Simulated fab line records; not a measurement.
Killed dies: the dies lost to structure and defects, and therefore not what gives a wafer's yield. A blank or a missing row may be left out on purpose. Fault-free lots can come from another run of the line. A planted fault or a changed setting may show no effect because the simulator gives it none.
Which tool is to blame? ; flow sky130 ; Sampling: 11 lots, 33 wafers, 3 of 708 route steps

WHAT THE GAUGES SHOWED, per wafer
SKY_METAL5_RS_MEAS_05: the measuring method here is four-point-probe.
lot;measured;on;METAL5_ALCU_RS (ohm/sq)
L523;day 43 09:58;film_metro-02;0.02724 0.02699 0.02708
L524;day 43 12:45;film_metro-03;0.02721 0.02706 0.02698
L527;day 44 08:29;film_metro-02;0.02705 0.02682 0.02694
L525;day 44 10:32;film_metro-04;0.02696 0.02691 0.02696
L528;day 45 14:14;film_metro-03;0.02671 0.02726 0.02685
L536;day 47 00:48;film_metro-02;0.02961 0.02985 0.02965 0.02958 0.02982 0.02969
L538;day 47 12:23;film_metro-02;0.02988 0.02971 0.02986 0.02997 0.02972 0.02985
L539;day 47 13:19;film_metro-02;0.02984 0.0293 0.02989 0.02978 0.02929 0.02995
L540;day 47 17:18;film_metro-02;0.02708 0.02683 0.02718
L542;day 48 06:04;film_metro-03;0.02752 0.02729 0.02723
L543;day 48 11:37;film_metro-04;0.02705 0.02703 0.02705

SKY_METAL5_THK_MEAS_06: measures by xrf.
lot;measured;on;METAL5_ALCU_THK (nm)
L523;day 43 10:05;film_metro-02;1159 1158 1157
L524;day 43 12:51;film_metro-03;1130 1137 1144
L527;day 44 08:36;film_metro-02;1153 1169 1166
L525;day 44 10:39;film_metro-04;1137 1146 1131
L528;day 45 14:22;film_metro-03;1163 1138 1154
L536;day 47 06:43;film_metro-02;1062 1053 1064 1063 1053 1059
L538;day 47 17:53;film_metro-02;1043 1058 1051 1044 1054 1048
L539;day 47 22:03;film_metro-02;1056 1076 1051 1057 1073 1048
L540;day 47 17:24;film_metro-02;1154 1155 1144
L542;day 48 06:11;film_metro-03;1133 1144 1148
L543;day 48 11:43;film_metro-04;1142 1149 1149

WHAT TOOL EACH LOT RAN ON (gives the tool, then ch and the chambers of the sampled wafers, and finally the start)
lot;SKY_METAL5_SPUTTER_02
L523;pvd_sputter-01, day 43 09:51
L524;pvd_sputter-04, day 43 12:35
L527;pvd_sputter-04, day 44 08:22
L525;pvd_sputter-04, day 44 10:25
L528;pvd_sputter-02, day 45 14:07
L536;pvd_sputter-04, day 47 00:38
L538;pvd_sputter-04, day 47 12:15
L539;pvd_sputter-04, day 47 13:12
L540;pvd_sputter-02, day 47 17:08
L542;pvd_sputter-02, day 48 05:57
L543;pvd_sputter-02, day 48 11:28
- SKY_METAL5_SPUTTER_02: material AlCu, target thk 1150 nm, time 61.2 s.

AS READ BY THE TOOLS THEMSELVES (means over the sampled wafers that have a number; for cases with no such wafer, the mark the record gives instead)
SKY_METAL5_SPUTTER_02.
lot;tool;cathode_dc_power_W (W);chamber_pressure_pa (Pa);throttle_valve_pct (%)
L523;pvd_sputter-01;10600;0.3984;29.1
L524;pvd_sputter-04;10600;0.4000;29.8
L527;pvd_sputter-04;10601;0.3997;30.0
L525;pvd_sputter-04;10600;0.4005;29.3
L528;pvd_sputter-02;10599;0.4005;30.0
L536;pvd_sputter-04;10600;0.5598;26.0
L538;pvd_sputter-04;10600;0.5600;25.2
L539;pvd_sputter-04;10601;0.5605;25.3
L540;pvd_sputter-02;10599;0.4000;30.5
L542;pvd_sputter-02;10601;0.3993;31.9
L543;pvd_sputter-02;10601;0.4007;30.2

THE ANSWER, worked out from the rows above alone
Rule: the lots themselves supply what counts as usual. Put in order of their means at a reading, lots are off if they are a third of the lots or fewer, leave a main group of 4 or more, and stand apart from it by a gap of 3 or more times the standard deviation of the main group's means; of several such gaps the widest counts. A main group whose means are all the same, to the digits that the tables above print for the reading, isn't used. Also off: a lot with no number at a reading for which 4 or more lots have one. Where the step has rows for the other lots, those lots are counted as sound. After the gauges, taken in route order, come the tools' own readings; for these a lot's mean is taken, as printed above. At the first step where some lot is off, the reading lying furthest off is the one used; lots without a number count as furthest.
Off: L536, L538, L539, at SKY_METAL5_RS_MEAS_05 (METAL5_ALCU_RS). The main group has a mean of 0.02705 ohm/sq with a standard deviation of 0.00013.
If a tool, at a process step before that reading, ran all the lots that are off and no sound lot after the first of them, it fits. Not tried: the gauges at SKY_METAL5_RS_MEAS_05; whatever is off there is also off at SKY_METAL5_SPUTTER_02, on other tools, and gauge error can't account for it. One fits: pvd_sputter-04 at SKY_METAL5_SPUTTER_02. A fault onset in the window from L525 (day 44 10:25, its last sound lot) to L536 (day 47 00:38, its first lot off) fits.
The tool's own readings at SKY_METAL5_SPUTTER_02 bear it out: on the lots that are off they differ by more than 5 times the standard deviation of the sound lots' means. chamber_pressure_pa reads 0.5601 Pa there against 0.3999 Pa on the sound lots; throttle_valve_pct reads 25.5 % there against 30.1 % on the sound lots.

WHAT WAS PUT IN BY THE SIMULATOR
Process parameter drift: pvd_sputter-04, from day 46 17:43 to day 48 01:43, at SKY_METAL5_SPUTTER_02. The setting chamber_pressure_pa was moved by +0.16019, starting from 0.4. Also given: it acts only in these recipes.
Lots struck among those shown: L536, L538, L539. The rule given above showed the same thing.
